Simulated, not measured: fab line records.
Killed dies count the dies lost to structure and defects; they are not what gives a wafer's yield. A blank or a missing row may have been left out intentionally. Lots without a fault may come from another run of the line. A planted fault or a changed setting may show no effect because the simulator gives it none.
Which tool did it?	flow gf180mcu	13 lots, 39 wafers sampled, at 3 steps of a route of 602

== WHAT EACH GAUGE READ, for each wafer ==
GF_NSD_OVL_MEAS_08.
lot	measured	on	NSD_OVL (nm)
L869	day 13 11:16	overlay-01	-2.4 -0.3 -0.6
L870	day 13 17:27	overlay-02	-0.3 -1.4 -1.4
L872	day 14 03:48	overlay-02	0.1 -0.1 0.4
L873	day 14 19:56	overlay-02	0.8 0.2 -0.9
L874	day 14 20:56	overlay-02	-0.5 -1.1 -1.2
L877	day 15 20:55	overlay-01	-0.9 0.3 0.0
L878	day 16 11:42	overlay-02	-0.2 -1.1 -1.7
L879	day 16 13:19	overlay-02	-1.8 -0.5 -3.4
L880	day 16 17:16	overlay-02	-0.5 2.1 1.3
L882	day 17 16:55	overlay-02	0.5 -0.5 0.7
L889	day 20 14:41	overlay-01	-0.1 -0.5 0.9
L890	day 21 04:56	overlay-01	0.9 1.4 0.0
L892	day 21 11:33	overlay-02	3.5 1.9 2.5

GF_SAB_THK_MEAS_01.
lot	measured	on	SAB_CVD_00_THK (nm)
L869	day 14 09:14	film metro-02	50.2 50.7 51.1
L870	day 14 15:09	film metro-02	49.9 50.1 50.1
L872	day 15 02:00	film metro-04	48.9 49.2 50.6
L873	day 15 18:36	film metro-04	50.4 50.0 50.7
L874	day 15 19:29	film metro-01	49.8 50.3 50.3
L877	day 16 20:15	film metro-01	49.1 49.9 50.2
L878	day 17 11:32	film metro-02	49.7 49.5 48.9
L879	day 17 14:10	film metro-01	50.3 53.1 50.7
L880	day 17 17:17	film metro-02	50.5 49.7 50.9
L882	day 18 17:50	film metro-01	50.4 50.9 50.8
L889	day 21 14:59	film metro-02	49.0 48.7 48.7
L890	day 22 05:08	film metro-02	50.0 49.9 50.4
L892	day 22 11:49	film metro-02	49.6 50.2 50.7

== WHICH TOOL RAN EACH LOT (tool, then ch and the chambers of the sampled wafers, then the start) ==
lot	GF_SAB_CVD_00
L869	pecvd-03 ch 0,1, day 14 09:13
L870	pecvd-01 ch 0,1,2, day 14 15:07
L872	pecvd-04 ch 0,2, day 15 01:59
L873	pecvd-01 ch 1,2, day 15 18:34
L874	pecvd-03 ch 0,1,2, day 15 19:28
L877	pecvd-04 ch 0,2, day 16 20:13
L878	pecvd-04 ch 0,1,2, day 17 11:31
L879	pecvd-04 ch 0,1,2, day 17 14:08
L880	pecvd-01 ch 0,1,2, day 17 17:16
L882	pecvd-01 ch 0,1,2, day 18 17:49
L889	pecvd-01 ch 0,1,2, day 21 14:58
L890	pecvd-01 ch 1,2, day 22 05:07
L892	pecvd-01 ch 0, day 22 11:46
- GF_SAB_CVD_00: deposits SiO2 from TEOS, target thk 50 nm, time 4.9302 s.

== AS READ BY THE TOOLS THEMSELVES (means over the sampled wafers that have a number; for cases with no such wafer, the mark the record gives instead) ==
GF_SAB_CVD_00.
lot	tool	heater power outer w (W)	heater power w (W)
L869	pecvd-03	403	671
L870	pecvd-01	445	739
L872	pecvd-04	350	621
L873	pecvd-01	423	710
L874	pecvd-03	360	584
L877	pecvd-04	325	583
L878	pecvd-04	391	701
L879	pecvd-04	365	662
L880	pecvd-01	406	687
L882	pecvd-01	421	695
L889	pecvd-01	405	677
L890	pecvd-01	385	649
L892	pecvd-01	507	803

== THE ANSWER, worked out from the rows above alone ==
Rule: the lots themselves supply what counts as usual. Put in order of their means at a reading, lots are off if they are a third of the lots or fewer, leave a main group of 4 or more, and stand apart from it by a gap of 3 or more times the standard deviation of the main group's means; of several such gaps the widest counts. A main group is skipped when, at the precision printed for the reading in the tables above, its means are all equal. Also off: a lot with no number at a reading for which 4 or more lots have one. The other lots that the step has rows for count as sound. The gauges are gone through in route order, then the tools' own readings, and for those a lot's mean is taken as printed above. The first step at which some lot is off is used, and at that step the reading that is off furthest; a lot without a number counts as furthest.
No lot is off at any reading shown: from this, nothing can be told.

== WHAT THE SIMULATOR HAD INSERTED ==
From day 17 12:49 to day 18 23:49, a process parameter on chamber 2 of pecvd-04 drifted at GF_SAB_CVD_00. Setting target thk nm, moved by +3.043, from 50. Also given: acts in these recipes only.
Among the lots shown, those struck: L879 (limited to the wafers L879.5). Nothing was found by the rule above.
